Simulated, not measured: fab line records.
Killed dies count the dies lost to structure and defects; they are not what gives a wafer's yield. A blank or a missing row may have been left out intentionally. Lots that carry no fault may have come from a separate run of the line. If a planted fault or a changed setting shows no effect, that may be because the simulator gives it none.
Which tool did it?	flow sky130	6 lots with 17 wafers sampled at 3 steps, on a route of 708 steps

== WHAT THE GAUGES READ, wafer by wafer ==
SKY_VIA3_OVL_MEAS_13.
lot	measured	on	VIA3_OVL (nm)
L326	day 42 05:03	overlay-02	-7 -1 -3
L328	day 42 14:55	overlay-01	-5 -8 -8
L333	day 43 20:09	overlay-02	2 2 3
L334	day 44 11:03	overlay-02	79 90
L337	day 45 00:56	overlay-02	8 3 4
L345	day 46 20:45	overlay-01	-6 5 -5

== WHICH TOOL RAN EACH LOT (tool, then ch and the chambers of the sampled wafers, then the start) ==
lot	SKY_VIA2_CMP_02	SKY_VIA3_EXPOSE_09
L326	cmp-01 ch 0,3, day 37 17:16	krfScanner-01 ch 0, day 41 16:51
L328	cmp-02 ch 0,2,3, day 38 05:36	krfScanner-02 ch 0, day 42 03:17
L333	cmp-02 ch 0,2, day 39 14:14	krfScanner-01 ch 0, day 43 08:40
L334	cmp-01 ch 0,2, day 40 07:48	krfScanner-02 ch 0, day 43 23:26
L337	cmp-02 ch 1,2, day 40 21:10	krfScanner-01 ch 0, day 44 13:32
L345	cmp-01 ch 0,1,3, day 42 23:09	krfScanner-01 ch 0, day 46 10:30
- SKY_VIA2_CMP_02: polishes SiO2.
- SKY_VIA3_EXPOSE_09: exposes mask VIM3, target cd 200 nm.

== THE ANSWER, worked out from the rows above alone ==
Rule: usual is defined by the lots themselves. Put in order of their means at a reading, lots are off if they are a third of the lots or fewer, leave a main group of 4 or more, and stand apart from it by a gap of 3 or more times the standard deviation of the main group's means; of several such gaps the widest counts. The tables above print the reading to a certain number of digits; a main group whose means all agree to those digits is not used. A lot without any number at a reading at which 4 lots or more have one is off too. Where the step has rows for the other lots, those lots are counted as sound.
Off: L334, at SKY_VIA3_OVL_MEAS_13 (VIA3_OVL). For the main group the mean is -1 nm and the standard deviation 4.3.
A tool fits if, at a process step before that reading, it ran every lot that is off, and no sound lot after the first of them. Those tools and the gauges at SKY_VIA3_OVL_MEAS_13 are tried in the same way. One candidate fits, namely krfScanner-02 at SKY_VIA3_EXPOSE_09. Its last sound lot is L328 (day 42 03:17), its first lot that is off L334 (day 43 23:26): a fault that began between those two fits.

== WHAT WAS PUT IN BY THE SIMULATOR ==
Scanner matching overlay: krfScanner-02, from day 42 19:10 on, at SKY_VIA3_EXPOSE_09. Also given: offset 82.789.
Shown lots that were struck: L334. The rule given above showed the same thing.
